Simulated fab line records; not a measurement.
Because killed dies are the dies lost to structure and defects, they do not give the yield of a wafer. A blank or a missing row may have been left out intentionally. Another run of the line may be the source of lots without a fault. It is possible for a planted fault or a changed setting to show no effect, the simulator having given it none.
Which tool was responsible? | flow gf180mcu | 13 lots, 39 wafers sampled, at 4 steps of a route of 602

## WHAT THE GAUGES SHOWED, per wafer
GF_V5_RS_MEAS_24: uses a four-point probe to measure. Usual: V5_W_RS gives 0.3293 ohm/sq (standard deviation 0.0027).
lot  | measured     | on            | V5_W_RS (ohm/sq)     | flag
L709 | day 28 01:45 | film-metro-01 | 0.3294 0.3335 0.3293 |
L711 | day 28 14:40 | film-metro-04 | 0.3310 0.3352 0.3320 |
L712 | day 29 00:13 | film-metro-04 | 0.3281 0.3229 0.3272 |
L713 | day 29 05:29 | film-metro-02 | 0.3282 0.3280 0.3314 |
L714 | day 29 07:16 | film-metro-01 | 0.3256 0.3304 0.3342 |
L715 | day 29 22:57 | film-metro-02 | 0.3274 0.3232 0.3308 |
L718 | day 30 17:53 | film-metro-01 | 0.3316 0.3288 0.3310 |
L723 | day 32 00:31 | film-metro-04 | 0.3224 0.3285 0.3321 |
L725 | day 32 12:02 | film-metro-04 | 0.3309 0.3289 0.3265 |
L727 | day 32 21:00 | film-metro-04 | 0.3277 0.3294 0.3292 |
L728 | day 33 02:15 | film-metro-02 | 0.3294 0.3305 0.3257 |
L729 | day 33 10:19 | film-metro-02 | 0.3294 0.3326 0.3297 |
L730 | day 33 10:55 | film-metro-02 | 0.3267 0.3277 0.3247 |

GF_TOP_METAL_RS_MEAS_05: uses a four-point probe to measure. Usual: TOP_METAL_ALCU_RS gives 0.0328 ohm/sq (standard deviation 0.00037).
lot  | measured     | on            | TOP_METAL_ALCU_RS (ohm/sq) | flag
L709 | day 28 03:27 | film-metro-01 | 0.0325 0.0331 0.0328       |
L711 | day 28 15:22 | film-metro-01 | 0.0321 0.0325 0.0331       |
L712 | day 29 00:55 | film-metro-01 | 0.0321 0.0329 0.0327       |
L713 | day 29 06:11 | film-metro-01 | 0.0328 0.0330 0.0336       |
L714 | day 29 07:58 | film-metro-02 | 0.0332 0.0336 0.0336       |
L715 | day 29 23:39 | film-metro-01 | 0.0328 0.0324 0.0324       |
L718 | day 30 18:35 | film-metro-03 | 0.0331 0.0331 0.0327       |
L723 | day 32 01:13 | film-metro-01 | 0.0329 0.0326 0.0329       |
L725 | day 32 12:44 | film-metro-01 | 0.0331 0.0328 0.0328       |
L727 | day 32 21:50 | film-metro-03 | 0.0326 0.0332 0.0326       |
L728 | day 33 03:29 | film-metro-03 | 0.0325 0.0331 0.0325       |
L729 | day 33 11:01 | film-metro-01 | 0.0326 0.0324 0.0329       |
L730 | day 33 11:37 | film-metro-01 | 0.0336 0.0330 0.0332       |

GF_PASSIVATION_BOW_MEAS_14. Usual: PASSIVATION_BOW gives 136 um (standard deviation 11).
lot  | measured     | on            | PASSIVATION_BOW (um) | flag
L709 | day 29 20:23 | film-metro-03 | 141 139 142          |
L711 | day 30 08:01 | film-metro-03 | 131 146 128          |
L712 | day 30 17:14 | film-metro-02 | 126 123 133          |
L713 | day 30 22:07 | film-metro-03 | 148 153 150          |
L714 | day 30 23:51 | film-metro-03 | 153 142 141          |
L715 | day 31 13:51 | film-metro-03 | 132 126 128          |
L718 | day 32 07:35 | film-metro-03 | 145 135 141          |
L723 | day 33 11:43 | film-metro-03 | 138 128 134          |
L725 | day 33 22:42 | film-metro-04 | 141 133 138          |
L727 | day 34 06:37 | film-metro-02 | 132 142 137          |
L728 | day 34 13:24 | film-metro-04 | 150 158 152          |
L729 | day 34 20:15 | film-metro-03 | 129 140 139          |
L730 | day 34 20:37 | film-metro-04 | 141 143 136          |

## WHICH TOOL RAN EACH LOT (tool, then ch and the chambers of the sampled wafers, then the start)
lot  | GF_TOP_METAL_STRIP_17
L709 | plasma-asher-02 ch 0,1, day 28 22:23
L711 | plasma-asher-04 ch 0,1, day 29 10:50
L712 | plasma-asher-04 ch 0,1, day 29 20:23
L713 | plasma-asher-04 ch 0,1, day 30 01:02
L714 | plasma-asher-04 ch 0,1, day 30 03:10
L715 | plasma-asher-01 ch 0,1, day 30 17:42
L718 | plasma-asher-04 ch 0,1, day 31 11:59
L723 | plasma-asher-04 ch 0,1, day 32 17:35
L725 | plasma-asher-04 ch 0,1, day 33 04:20
L727 | plasma-asher-04 ch 0,1, day 33 12:44
L728 | plasma-asher-01 ch 0,1, day 33 19:08
L729 | plasma-asher-04 ch 0,1, day 34 02:43
L730 | plasma-asher-02 ch 0,1, day 34 02:56
- GF_TOP_METAL_STRIP_17: strips in O2/N2.

## AS READ BY THE TOOLS THEMSELVES (means over the sampled wafers that have a number; for cases with no such wafer, the mark the record gives instead)
GF_TOP_METAL_STRIP_17. Usual: chamber-pressure-mTorr 1499.9 mTorr, standard deviation 1.4; drypump-motor-current-A 5.48 A, standard deviation 0.21; heater-power-w 326 W, standard deviation 11; oes-product-au 0.710 a.u., standard deviation 0.0045; strip-time-to-endpoint-s 13.48 s, standard deviation 0.087.
lot  | tool            | chamber-pressure-mTorr (mTorr) | drypump-motor-current-A (A) | heater-power-w (W) | oes-product-au (a.u.) | strip-time-to-endpoint-s (s) | flag
L709 | plasma-asher-02 | 1500.4                         | 5.76                        | 312                | 0.716                 | 13.50                        |
L711 | plasma-asher-04 | 1501.6                         | 5.34                        | 329                | 0.709                 | 13.53                        |
L712 | plasma-asher-04 | -                              | -                           | -                  | -                     | -                            | OFF
L713 | plasma-asher-04 | -                              | -                           | -                  | -                     | -                            | OFF
L714 | plasma-asher-04 | -                              | -                           | -                  | -                     | -                            | OFF
L715 | plasma-asher-01 | 1498.6                         | 5.46                        | 318                | 0.709                 | 13.59                        |
L718 | plasma-asher-04 | 1498.7                         | 5.47                        | 335                | 0.705                 | 13.61                        |
L723 | plasma-asher-04 | 1499.5                         | 5.33                        | 332                | 0.709                 | 13.48                        |
L725 | plasma-asher-04 | 1500.4                         | 5.32                        | 330                | 0.710                 | 13.46                        |
L727 | plasma-asher-04 | 1498.5                         | 5.32                        | 337                | 0.703                 | 13.30                        |
L728 | plasma-asher-01 | 1500.4                         | 5.47                        | 321                | 0.703                 | 13.38                        |
L729 | plasma-asher-04 | 1500.3                         | 5.48                        | 335                | 0.707                 | 13.40                        |
L730 | plasma-asher-02 | 1500.1                         | 5.64                        | 318                | 0.710                 | 13.46                        |

## THE ANSWER, worked out from the rows above alone
Rule: a lot counts as off when the mean over its wafers that have a number is more than 3 standard deviations away from the usual mean. A lot without any number at a reading at which 4 lots or more have one is off too. The other lots that the step has rows for count as sound. After the gauges, taken in route order, come the tools' own readings; for these a lot's mean is taken, as printed above. The first step at which some lot is off is used, and at that step the reading that is off furthest; a lot without a number counts as furthest.
Off, at GF_TOP_METAL_STRIP_17 on chamber-pressure-mTorr: L712, L713, L714. Without a number there: L712, L713, L714.
A tool fits if, at that step or a process step before it, it ran every lot that is off, and no sound lot after the first of them. Not one of the candidates tried fits.

## WHAT HAD BEEN PUT IN BY THE SIMULATOR
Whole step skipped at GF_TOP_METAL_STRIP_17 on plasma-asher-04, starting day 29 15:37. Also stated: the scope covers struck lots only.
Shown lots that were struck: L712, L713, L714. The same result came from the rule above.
